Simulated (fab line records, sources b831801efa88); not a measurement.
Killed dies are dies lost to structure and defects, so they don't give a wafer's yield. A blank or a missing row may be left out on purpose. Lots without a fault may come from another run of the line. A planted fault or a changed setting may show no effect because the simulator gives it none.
Which tool did it? | flow gf180mcu | 12 lots, 36 wafers sampled, at 1 step of a route of 602

WHAT THE GAUGES READ, wafer by wafer
GF_VT_IMPLANT_TW_MEAS_43.
lot  | measured     | on            | VT_IMPLANT_4_TW
L075 | day 7 19:05  | film_metro-02 | 685 692 690
L077 | day 8 08:47  | film_metro-02 | 692 690 690
L079 | day 8 22:32  | film_metro-02 | 691 692 690
L081 | day 9 15:19  | film_metro-04 | 702 704 701
L083 | day 9 22:46  | film_metro-01 | 699 701 704
L085 | day 10 15:54 | film_metro-01 | 693 692 693
L087 | day 11 03:35 | film_metro-01 | 699 696 695
L089 | day 11 16:41 | film_metro-01 | 700 702 697
L091 | day 12 05:50 | film_metro-02 | 684 682 681
L093 | day 12 22:29 | film_metro-01 | 696 694 694
L095 | day 13 07:54 | film_metro-04 | 700 701 699
L097 | day 14 02:21 | film_metro-01 | 697 698 697

WHICH TOOL RAN EACH LOT (tool, then ch and the chambers of the sampled wafers, then the start)
The record holds no process step before these readings.

THE ANSWER, worked out from the rows above alone
Rule: what is usual is taken from the lots themselves. Put in order of their means at a reading, lots are off if they are a third of the lots or fewer, leave a main group of 4 or more, and stand apart from it by a gap of 3 or more times the standard deviation of the main group's means; of several such gaps the widest counts. A main group whose means are all the same, to the digits that the tables above print for the reading, isn't used. A lot without any number at a reading at which 4 lots or more have one is off too. The other lots that the step has rows for count as sound.
No lot is off at any reading shown: from this, nothing can be told.

WHAT THE SIMULATOR HAD PUT IN
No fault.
